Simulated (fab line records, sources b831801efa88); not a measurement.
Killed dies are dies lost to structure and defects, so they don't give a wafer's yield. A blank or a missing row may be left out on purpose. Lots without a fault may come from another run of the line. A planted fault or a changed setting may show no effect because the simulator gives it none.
Which tool did it? | flow sky130 | 14 lots, 42 wafers sampled, at 3 steps of a route of 708

WHAT THE GAUGES READ, wafer by wafer
SKY_METAL1_CD_MEAS_15: target cd 140 nm.
lot  | measured     | on        | cd_nm (nm)
L934 | day 33 13:08 | cd_sem-02 | 137.7 137.2 139.0
L935 | day 33 17:08 | cd_sem-01 | 142.3 142.1 142.0
L937 | day 33 21:07 | cd_sem-02 | 140.3 138.6 139.9
L939 | day 34 03:45 | cd_sem-01 | 141.1 139.8 139.6
L940 | day 35 10:22 | cd_sem-02 | 141.2 141.7 139.1
L942 | day 35 15:50 | cd_sem-01 | 135.9 136.7 135.6
L941 | day 35 16:13 | cd_sem-02 | 139.9 140.9 139.9
L943 | day 36 02:21 | cd_sem-01 | 140.9 142.7 140.8
L945 | day 36 12:45 | cd_sem-02 | 138.7 140.1 138.4
L944 | day 36 13:55 | cd_sem-02 | 138.2 - 137.7
L946 | day 36 20:29 | cd_sem-02 | 137.6 - 138.8
L955 | day 39 08:31 | cd_sem-02 | 139.8 139.1 140.3
L957 | day 39 14:05 | cd_sem-02 | 139.2 138.5 138.1
L956 | day 39 16:04 | cd_sem-01 | 137.9 139.0 136.9

SKY_METAL1_OVL_MEAS_16.
lot  | measured     | on         | METAL1_OVL (nm)
L934 | day 33 13:13 | overlay-01 | 8 -3 6
L935 | day 33 17:14 | overlay-02 | 1 9 3
L937 | day 33 21:14 | overlay-01 | 6 -3 1
L939 | day 34 03:52 | overlay-01 | 13 13 9
L940 | day 35 10:28 | overlay-01 | 1 -1 7
L942 | day 35 15:58 | overlay-01 | -5 -5 -1
L941 | day 35 16:20 | overlay-02 | -4 10 8
L943 | day 36 02:26 | overlay-02 | -1 5 7
L945 | day 36 12:52 | overlay-01 | 8 7 5
L944 | day 36 14:02 | overlay-01 | 3 - 5
L946 | day 36 20:37 | overlay-02 | 10 - 6
L955 | day 39 08:37 | overlay-02 | 0 -6 3
L957 | day 39 14:13 | overlay-02 | 5 4 4
L956 | day 39 16:11 | overlay-02 | 4 6 8

WHICH TOOL RAN EACH LOT (tool, then ch and the chambers of the sampled wafers, then the start)
lot  | SKY_METAL1_EXPOSE_12
L934 | krf_scanner-01 ch 0, day 33 00:40
L935 | krf_scanner-01 ch 0, day 33 04:01
L937 | krf_scanner-02 ch 0, day 33 07:55
L939 | krf_scanner-01 ch 0, day 33 14:15
L940 | krf_scanner-01 ch 0, day 34 21:03
L942 | krf_scanner-02 ch 0, day 35 03:22
L941 | krf_scanner-02 ch 0, day 35 03:50
L943 | krf_scanner-01 ch 0, day 35 13:48
L945 | krf_scanner-01 ch 0, day 35 23:30
L944 | krf_scanner-01 ch 0, day 36 00:59
L946 | krf_scanner-01 ch 0, day 36 08:07
L955 | krf_scanner-02 ch 0, day 38 21:08
L957 | krf_scanner-01 ch 0, day 39 02:22
L956 | krf_scanner-01 ch 0, day 39 04:22
- SKY_METAL1_EXPOSE_12: exposes mask MM1, target cd 140 nm.

WHAT THE TOOLS THEMSELVES READ (means of the sampled wafers that have a number; where no wafer has one, the mark that the record gives instead)
The record holds no such reading with a usual standard deviation.

THE ANSWER, worked out from the rows above alone
Rule: what is usual is taken from the lots themselves. Put in order of their means at a reading, lots are off if they are a third of the lots or fewer, leave a main group of 4 or more, and stand apart from it by a gap of 3 or more times the standard deviation of the main group's means; of several such gaps the widest counts. A main group whose means are all the same, to the digits that the tables above print for the reading, isn't used. A lot without any number at a reading at which 4 lots or more have one is off too. The other lots that the step has rows for count as sound. The gauges are gone through in route order, then the tools' own readings, and for those a lot's mean is taken as printed above. The first step at which some lot is off is used, and at that step the reading that is off furthest; a lot without a number counts as furthest.
No lot is off at any reading shown: from this, nothing can be told.

WHAT THE SIMULATOR HAD PUT IN
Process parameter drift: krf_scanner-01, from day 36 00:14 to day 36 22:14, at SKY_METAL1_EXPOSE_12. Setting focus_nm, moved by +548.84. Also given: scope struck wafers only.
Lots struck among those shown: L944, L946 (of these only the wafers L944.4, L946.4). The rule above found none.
